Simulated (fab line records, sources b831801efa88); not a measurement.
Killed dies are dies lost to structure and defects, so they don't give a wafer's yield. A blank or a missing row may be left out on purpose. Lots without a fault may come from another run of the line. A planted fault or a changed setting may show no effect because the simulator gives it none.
A struck lot beside a sound one | flow sky130 | 20 steps out of a route of 708
Sound: wafers L249.2, L249.5, L249.6. Struck: wafer L247.1. (L247.4 of the same lot was not struck and is left out.) The cause comes at the end.
At each step with rows: each side's tool, then ch and its chambers, then its first start. Under that, the readings that differ: sound wafers | struck wafers | difference of the means | sigmas: that difference in standard deviations of wafers without a fault.
alike: readings whose means differ by less than 2 such deviations, and words and numbers that are the same on both sides. not compared: withheld readings, readings that some wafer has no value for, bounds like >300 that may hide the same value, and numbers for which the record gives no deviation and whose values overlap.
The two part at a step that has a row with sigmas, a row that says differs or no value, or rows on one side only. Numbers that don't overlap but have no deviation are shown without sigmas and don't part them. A reading that every wafer of one side lacks parts them only if that side has two wafers or more.

first, 1 step without rows for these wafers: SKY_SONOS_ONO_WET_ETCH_16 (etches SiO2 in dHF, target depth 14 nm, time 280 s).
SKY_SONOS_ONO_STRIP_17: strips in O2/N2.
  sound on plasma_asher-03 ch 0,1, day 19 04:32; struck on plasma_asher-03 ch 0, day 18 09:34
  alike: drypump_motor_current_A, n2_flow_sccm, oes_product_au, strip_time_to_endpoint_s
  not compared: rf_hours_counter_h
then, 3 steps without rows for these wafers: SKY_SONOS_ONO_WET_ETCH_18 (etches Si3N4 in H3PO4, target depth 15 nm, time 172 s); SKY_GATE_OXIDE_CLEAN_00 (cleans in SC1/SC2, time 150 s); SKY_GATE_OXIDE_OXIDATION_01 (stabilise 600 s, purge 300 s, target thk 10.268 nm).
SKY_GATE_OXIDE_THK_MEAS_02:
  sound on film_metro-04, day 19 06:10; struck on film_metro-03, day 18 12:17
  alike: GATE_OXIDE_OXIDATION_00_THK
then, 6 steps without rows for these wafers: SKY_GATE_OXIDE_DEHYDRATE_03 (time 60 s); SKY_GATE_OXIDE_HMDS_04 (prime time 60 s); SKY_GATE_OXIDE_COAT_05 (resist thk 1140 nm); SKY_GATE_OXIDE_SOFTBAKE_06 (time 60 s); SKY_GATE_OXIDE_EXPOSE_07 (exposes mask LVOM, target cd 600 nm); SKY_GATE_OXIDE_PEB_08.
SKY_GATE_OXIDE_DEVELOP_09: develop time 60 s.
  sound on litho_track-02 ch 0, day 20 12:17; struck on litho_track-04 ch 0, day 19 18:50
SKY_GATE_OXIDE_OVL_MEAS_10:
  sound on overlay-02, day 20 12:25; struck on overlay-01, day 19 18:59
  alike: GATE_OXIDE_OVL
then, 2 steps without rows for these wafers: SKY_GATE_OXIDE_IMPLANT_11; SKY_GATE_OXIDE_WET_ETCH_12 (etches SiO2 in dHF, target depth 16.8 nm, time 336 s).
SKY_GATE_OXIDE_STRIP_13: strips in O2/N2.
  sound on plasma_asher-03 ch 0,1, day 20 12:41; struck on plasma_asher-01 ch 0, day 19 19:17
  alike: drypump_motor_current_A, n2_flow_sccm, oes_product_au, strip_time_to_endpoint_s
  not compared: rf_hours_counter_h
SKY_GATE_OXIDE_TW_MEAS_14:
  sound on film_metro-02, day 20 12:48; struck on film_metro-04, day 19 19:23
  reading       | sound             | struck | difference | sigmas
  GATE_OXIDE_TW | 222.0 223.4 221.4 | 30.3   | -192.0     | -99 or more
then, 1 step without rows for these wafers: SKY_GATE_OXIDE_CLEAN_15 (cleans in SC1/SC2, time 150 s).
-- the record jumps here: 30 days lie between the struck wafers' starts before and after (it left off in module GATE_OXIDE and takes up again in module PAD_OPEN, whose first step shown is number 708 of the route) --
SKY_PAD_OPEN_PROBE_99:
  sound on prober-01, day 50 00:35; struck on prober-01, day 49 15:19
  reading             | sound    | struck | difference | sigmas
  killed_at_front_end | 15 7 17  | 422    | +409       | +97
  killed_dies         | 97 82 92 | 492    | +402       | +45
  killed_on_rim       | 20 18 21 | 96     | +76        | +18
  alike: killed_at_M0_to_M3, killed_at_M4_up, killed_at_contacts, killed_at_other, killed_open, killed_short

WHERE THEY PART
First at SKY_GATE_OXIDE_TW_MEAS_14; last, within this record, at SKY_PAD_OPEN_PROBE_99.

WHY: what the simulator had put in
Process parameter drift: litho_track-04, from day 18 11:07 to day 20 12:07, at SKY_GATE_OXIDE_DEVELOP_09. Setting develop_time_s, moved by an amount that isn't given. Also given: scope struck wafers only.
